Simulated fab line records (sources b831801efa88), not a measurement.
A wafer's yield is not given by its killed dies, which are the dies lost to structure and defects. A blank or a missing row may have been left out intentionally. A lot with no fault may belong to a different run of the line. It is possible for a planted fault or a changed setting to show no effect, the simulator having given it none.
2 desks looking at one fault -- flow gf180mcu -- only its own numbers are on each desk; what lay behind them is given at the end

== THE METROLOGY DESK ==
Lot by lot, what the gauges showed, no matter which tool ran the lot: averages of those sampled wafers that carry a number. Any lot whose mean is over 4 standard deviations away from the usual mean is out of limits and marked OUT; that distance is given in the brackets.
Columns: A = MIM_ALCU_THK at GF_MIM_THK_MEAS_11, usual 197.1 nm; B = cd nm at GF_TOP_METAL_CD_MEAS_14, usual 439.0 nm; C = PASSIVATION_CVD_00_THK at GF_PASSIVATION_THK_MEAS_01, usual 997 nm
lot,first seen here,A,B,C
L409,day 25 12:19,194.8,438.1,1000
L410,day 25 16:32,195.6,441.3,1006
L411,day 25 19:40,194.5,435.5,995
L413,day 26 01:42,195.5,441.6,987
L412,day 26 05:59,193.1,439.4,998
L414,day 26 15:37,197.0,440.3,994
L415,day 26 23:34,199.3,440.8,1000
L416,day 27 04:25,199.4,440.4,1007
L421,day 28 18:47,201.3,440.8,990
L423,day 29 13:49,198.1,437.3,995
L428,day 30 15:44,198.8,438.3,1169 (+13) OUT
L430,day 31 06:10,198.0,439.8,982
This desk's result: L428 out of limits, first on L428 (PASSIVATION_CVD_00_THK at GF_PASSIVATION_THK_MEAS_01), day 33 15:32. L409, L410, L411, L413, L412, L414, L415, L416, L421, L423, L430 stayed within limits.

== THE TOOL OWNER'S DESK: pecvd-02 ==
The tool's own readings at GF_PASSIVATION_CVD_00 (deposits SiO2 from TEOS, target thk 1000 nm, time 111.95 s): means of the sampled wafers that have a number, for each lot that ran on this tool. Any lot whose mean is over 4 standard deviations away from the usual mean is out of limits and marked OUT; that distance is given in the brackets.
Columns: A = heater power w at GF_PASSIVATION_CVD_00, usual 667 W; B = rf fwd power W at GF_PASSIVATION_CVD_00, usual 596.6 W; C = run length s at GF_PASSIVATION_CVD_00, usual 139.7 s
lot,first seen here,A,B,C
L413,day 29 13:40,549,598.3,139.4
L414,day 30 01:36,599,597.9,139.9
L415,day 30 11:08,657,597.8,139.5
L421,day 31 23:46,624,595.2,139.7
L423,day 32 16:59,635,595.6,139.9
L428,day 33 15:28,710,597.3,158.5 (+38) OUT
This desk's finding: out of limits on L428; first on L428, day 33 15:28 (run length s at GF_PASSIVATION_CVD_00). L413, L414, L415, L421, L423 stayed within limits.

== BROUGHT TOGETHER ==
An alarm could have come from the tool owner's desk at day 33 15:28, on L428.
Metrology desk: alarm possible at day 33 15:32 on L428.
All the named lots went through GF_PASSIVATION_CVD_00 on pecvd-02.

== WHAT THE SIMULATOR PUT IN ==
pecvd-02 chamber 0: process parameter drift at GF_PASSIVATION_CVD_00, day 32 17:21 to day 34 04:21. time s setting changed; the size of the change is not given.
Struck lots among those shown: L428.
Delay (hours) between the fault's onset and each desk's first out-of-limits reading: 22 at the tool owner's desk, 22 at the metrology desk.
